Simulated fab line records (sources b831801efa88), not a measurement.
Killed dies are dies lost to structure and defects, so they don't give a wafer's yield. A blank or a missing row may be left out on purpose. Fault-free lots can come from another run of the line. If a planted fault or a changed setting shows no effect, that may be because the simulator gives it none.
Chamber matching	flow sky130	4 sister chambers for SKY_VIA4_CMP_02 on cmp-01
The step polishes SiO2. 18 wafers are shown with their chamber, then 9 later ones without.

## WAFERS, EACH WITH ITS CHAMBER
wafer	chamber	motor-current-A (A)	head-pressure-psi (psi)	edge-zone-pressure-frac
L916.4	3	13.3	3.998	1.005
L916.5	0	14.2	3.999	0.993
L916.6	3	13.5	3.999	1.000
L917.1	0	15.6	3.990	0.998
L917.2	2	14.2	3.995	1.005
L917.5	3	12.6	4.008	0.997
L918.4	2	13.0	3.998	0.996
L918.5	2	13.7	4.004	0.996
L918.6	1	12.6	4.010	0.998
L929.2	3	12.9	3.997	0.998
L929.3	1	12.4	4.008	0.993
L929.6	0	15.2	3.997	1.003
L932.2	2	13.1	4.006	1.007
L932.3	3	12.9	3.996	1.003
L932.5	2	12.9	4.009	1.003
L933.2	2	12.7	4.000	1.004
L933.4	0	14.4	3.989	0.993
L933.5	2	13.4	4.000	1.003

SIGNATURES (averages over the wafers above)
reading	chamber 0	chamber 1	chamber 2	chamber 3	scatter within a chamber
motor-current-A	14.850	12.500	13.286	13.040	0.498
head-pressure-psi	3.99375	4.00900	4.00171	3.99960	0.00472
edge-zone-pressure-frac	0.99675	0.99550	1.00200	1.00060	0.00413
Rule: distance of a wafer from a chamber = root of the sum over the readings of ((wafer's reading minus chamber's mean) / reading's scatter) squared. If the next closest chamber is less than 2 further off than the closest, the wafer can't be placed; otherwise it belongs to the closest. The scatter: take each reading less its chamber's mean, square it, sum over the shown wafers, divide by the number of wafers less the number of chambers, and take the root.

## WAFERS MISSING THEIR CHAMBER
wafer	motor-current-A (A)	head-pressure-psi (psi)	edge-zone-pressure-frac
L934.2	12.5	3.996	1.002
L934.3	13.1	4.005	0.990
L934.6	13.3	4.017	1.001
L936.1	14.3	3.992	1.014
L936.5	13.2	3.993	1.001
L936.6	13.7	3.987	1.006
L937.1	13.4	4.018	1.000
L937.2	14.9	3.996	0.993
L937.6	12.9	4.005	1.005

## EACH ONE'S CHAMBER
wafer	from the rows above	in truth
L934.2	can't be placed: 3 or 2 or 1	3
L934.3	can't be placed: 1 or 3 or 2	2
L934.6	can't be placed: 1 or 2 or 3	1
L936.1	can't be placed: 2 or 0 or 3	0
L936.5	can't be placed: 3 or 2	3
L936.6	can't be placed: 3 or 2 or 0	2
L937.1	can't be placed: 1 or 2 or 3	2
L937.2	0	0
L937.6	can't be placed: 2 or 3 or 1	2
1 of 9 placed correctly. Not placeable from these rows: 8 (in 8, the candidates include the true chamber). Wrongly placed: 0.
